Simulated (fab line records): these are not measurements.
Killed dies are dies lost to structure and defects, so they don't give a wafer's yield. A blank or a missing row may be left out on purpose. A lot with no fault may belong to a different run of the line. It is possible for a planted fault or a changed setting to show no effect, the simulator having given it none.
Chamber matching    flow gf180mcu    rieDiel-02 running GF_CONTACT_ETCH_16: 4 sister chambers
The step etches BARC in N2/H2. 8 wafers are shown with their chamber, then 7 later ones without.

WAFERS WITH THEIR CHAMBER
wafer   chamber  drypumpMotorCurrentA (A)  throttleValvePct (%)
L906.3  2        6.7                       13.218
L906.5  0        6.2                       13.237
L906.6  3        6.5                       13.225
L907.2  1        5.9                       13.229
L907.4  0        6.2                       13.228
L907.5  2        6.6                       13.219
L913.1  1        5.9                       13.193
L913.5  3        6.5                       13.217

WAFERS MISSING THEIR CHAMBER
wafer   drypumpMotorCurrentA (A)  throttleValvePct (%)
L913.6  6.2                       13.234
L914.2  6.4                       13.226
L914.5  6.2                       13.238
L914.6  5.9                       13.228
L921.1  6.7                       13.220
L921.2  6.2                       13.241
L921.3  6.4                       13.245

EACH ONE'S CHAMBER
wafer   from the rows above  in truth
L913.6  0                    0
L914.2  3                    3
L914.5  0                    0
L914.6  1                    1
L921.1  2                    2
L921.2  0                    0
L921.3  3                    3
Correctly placed: 7 of 7. Not placeable from these rows: 0. Placed wrongly: 0.
How it was worked out, from the rows above alone: a wafer's distance from a chamber is the root of the sum, over the readings, of the square of ((its reading less the chamber's mean) divided by the reading's scatter). The wafer belongs to the nearest chamber; if the next one is less than 2 further off, it can't be placed. The mean given for a chamber averages the wafers shown for that chamber. The scatter is the square root of a quotient: the sum, over the shown wafers, of each reading's squared deviation from its chamber's mean, divided by wafers minus chambers.
